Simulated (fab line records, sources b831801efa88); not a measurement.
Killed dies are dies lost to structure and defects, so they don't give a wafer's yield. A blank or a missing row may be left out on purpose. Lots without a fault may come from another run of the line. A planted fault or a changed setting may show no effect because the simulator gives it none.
Which tool did it? | flow sky130 | 12 lots, 36 wafers sampled, at 1 step of a route of 708

WHAT THE GAUGES READ, wafer by wafer
SKY_METAL1_RS_MEAS_05: measures by four-point-probe. Usual: METAL1_ALCU_RS 0.1264 ohm/sq, standard deviation 0.00096.
lot  | measured     | on            | METAL1_ALCU_RS (ohm/sq) | flag
L286 | day 31 17:36 | film_metro-04 | 0.1251 0.1253 0.1259    |
L288 | day 32 15:29 | film_metro-04 | 0.1275 0.1272 0.1264    |
L290 | day 33 10:41 | film_metro-04 | 0.1278 0.1277 0.1269    |
L291 | day 33 17:41 | film_metro-02 | 0.1257 0.1264 0.1267    |
L294 | day 34 11:23 | film_metro-04 | 0.1262 0.1260 0.1265    |
L293 | day 34 12:32 | film_metro-02 | 0.1260 0.1275 0.1262    |
L296 | day 35 10:26 | film_metro-04 | 0.1266 0.1263 0.1279    |
L300 | day 36 13:33 | film_metro-04 | 0.1281 0.1268 0.1267    |
L301 | day 36 22:58 | film_metro-04 | 0.1271 0.1265 0.1275    |
L306 | day 38 00:41 | film_metro-02 | 0.1274 0.1266 0.1265    |
L307 | day 38 19:08 | film_metro-02 | 0.1271 0.1272 0.1275    |
L308 | day 39 00:34 | film_metro-04 | 0.1268 0.1261 0.1270    |

WHICH TOOL RAN EACH LOT (tool, then ch and the chambers of the sampled wafers, then the start)
The record holds no process step before these readings.

WHAT THE TOOLS THEMSELVES READ (means of the sampled wafers that have a number; where no wafer has one, the mark that the record gives instead)
The record holds no such reading with a usual standard deviation.

THE ANSWER, worked out from the rows above alone
Rule: a lot is off if the mean of its wafers that have a number lies more than 3 standard deviations from the usual mean. A lot without any number at a reading at which 4 lots or more have one is off too. The other lots that the step has rows for count as sound. The gauges are gone through in route order, then the tools' own readings, and for those a lot's mean is taken as printed above. The first step at which some lot is off is used, and at that step the reading that is off furthest; a lot without a number counts as furthest.
No lot is off at any reading shown: from this, nothing can be told.

WHAT THE SIMULATOR HAD PUT IN
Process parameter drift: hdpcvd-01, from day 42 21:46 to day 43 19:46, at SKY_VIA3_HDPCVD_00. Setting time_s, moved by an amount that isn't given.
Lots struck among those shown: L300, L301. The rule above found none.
